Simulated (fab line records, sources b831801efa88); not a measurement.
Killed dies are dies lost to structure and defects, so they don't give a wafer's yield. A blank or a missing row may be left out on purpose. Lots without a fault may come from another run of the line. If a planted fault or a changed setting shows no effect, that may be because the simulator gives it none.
Which of the tools did it? | flow sky130 | 7 lots with 21 wafers sampled at 2 steps, on a route of 708 steps

WHAT THE GAUGES SHOWED, per wafer
SKY_VT_ADJUST_HVTP_CD_MEAS_07 targets a cd of 380 nm.
lot  | measured     | on        | cd-nm (nm)
L706 | day 6 13:10  | cd-sem-01 | 382.4 383.2 384.9
L708 | day 6 21:29  | cd-sem-01 | 385.0 384.3 382.8
L710 | day 7 11:24  | cd-sem-02 | 377.3 376.6 381.0
L714 | day 8 09:28  | cd-sem-02 | 376.5 373.4 375.4
L717 | day 9 07:16  | cd-sem-02 | 383.0 381.8 381.6
L726 | day 11 11:56 | cd-sem-02 | 385.9 383.7 380.7
L728 | day 12 05:41 | cd-sem-01 | 377.7 377.5 376.9

WHICH TOOL RAN EACH LOT (tool, then ch and the chambers of the sampled wafers, then the start)
lot  | SKY_VT_ADJUST_HVTP_DEVELOP_06
L706 | litho-track-03 ch 0, day 6 13:02
L708 | litho-track-03 ch 0, day 6 21:20
L710 | litho-track-02 ch 0, day 7 11:16
L714 | litho-track-02 ch 0, day 8 09:19
L717 | litho-track-02 ch 0, day 9 07:07
L726 | litho-track-01 ch 0, day 11 11:48
L728 | litho-track-03 ch 0, day 12 05:32
- SKY_VT_ADJUST_HVTP_DEVELOP_06: develop time 60 s.

THE ANSWER, worked out from the rows above alone
Rule: the usual values come from the lots themselves. Put in order of their means at a reading, lots are off if they are a third of the lots or fewer, leave a main group of 4 or more, and stand apart from it by a gap of 3 or more times the standard deviation of the main group's means; of several such gaps the widest counts. If all means in a main group match to the digits the tables above print for the reading, that group is not used. Also off: a lot with no number at a reading for which 4 or more lots have one. The other lots that the step has rows for count as sound.
No lot is off at any reading shown: from this, nothing can be told.

WHAT WAS PUT IN BY THE SIMULATOR
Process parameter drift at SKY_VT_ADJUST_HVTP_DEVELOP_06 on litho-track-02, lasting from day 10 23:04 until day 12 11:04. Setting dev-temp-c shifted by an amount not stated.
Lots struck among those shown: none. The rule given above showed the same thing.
